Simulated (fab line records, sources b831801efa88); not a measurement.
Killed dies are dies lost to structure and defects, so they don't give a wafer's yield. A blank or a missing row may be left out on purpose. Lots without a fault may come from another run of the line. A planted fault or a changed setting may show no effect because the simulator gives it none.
Chamber matching | flow gf180mcu | GF_V5_CMP_04 on cmp-02: 4 sister chambers
The step polishes SiO2. 8 wafers are shown with their chamber, then 8 later ones without.

WAFERS WITH THEIR CHAMBER
wafer  | chamber | motor_current_A (A) | head_pressure_psi (psi)
L467.6 | 1       | 15.2                | 3.997
L470.1 | 3       | 14.9                | 4.000
L470.4 | 0       | 14.4                | 3.998
L470.5 | 2       | 11.5                | 3.993
L471.1 | 2       | 12.3                | 3.995
L471.2 | 3       | 14.2                | 3.999
L471.3 | 1       | 14.9                | 3.993
L472.1 | 0       | 14.6                | 3.997

WAFERS WITHOUT THEIR CHAMBER
wafer  | motor_current_A (A) | head_pressure_psi (psi)
L472.3 | 15.1                | 4.003
L472.4 | 15.0                | 4.004
L484.4 | 13.1                | 3.993
L484.5 | 13.8                | 4.010
L484.6 | 14.5                | 3.993
L486.1 | 14.5                | 3.998
L486.2 | 15.3                | 3.982
L486.4 | 14.9                | 4.002

WHICH CHAMBER EACH WENT THROUGH
wafer  | from the rows above          | in truth
L472.3 | can't be placed: 3 or 0      | 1
L472.4 | can't be placed: 3 or 0      | 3
L484.4 | can't be placed: 2 or 0 or 1 | 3
L484.5 | can't be placed: 3 or 0      | 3
L484.6 | can't be placed: 1 or 0      | 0
L486.1 | can't be placed: 0 or 3 or 1 | 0
L486.2 | can't be placed: 1 or 0      | 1
L486.4 | can't be placed: 3 or 0      | 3
Placed correctly: 0 of 8. Can't be placed from these rows: 8 (the true chamber is among the candidates in 6). Placed wrongly: 0.
How it was worked out, from the rows above alone: a wafer's distance from a chamber is the root of the sum, over the readings, of the square of ((its reading less the chamber's mean) divided by the reading's scatter). The wafer belongs to the nearest chamber; if the next one is less than 2 further off, it can't be placed. A chamber's mean is the mean of its shown wafers. The scatter: the root of (the sum of the squares of (reading less its chamber's mean) over the shown wafers, divided by (wafers less chambers)).
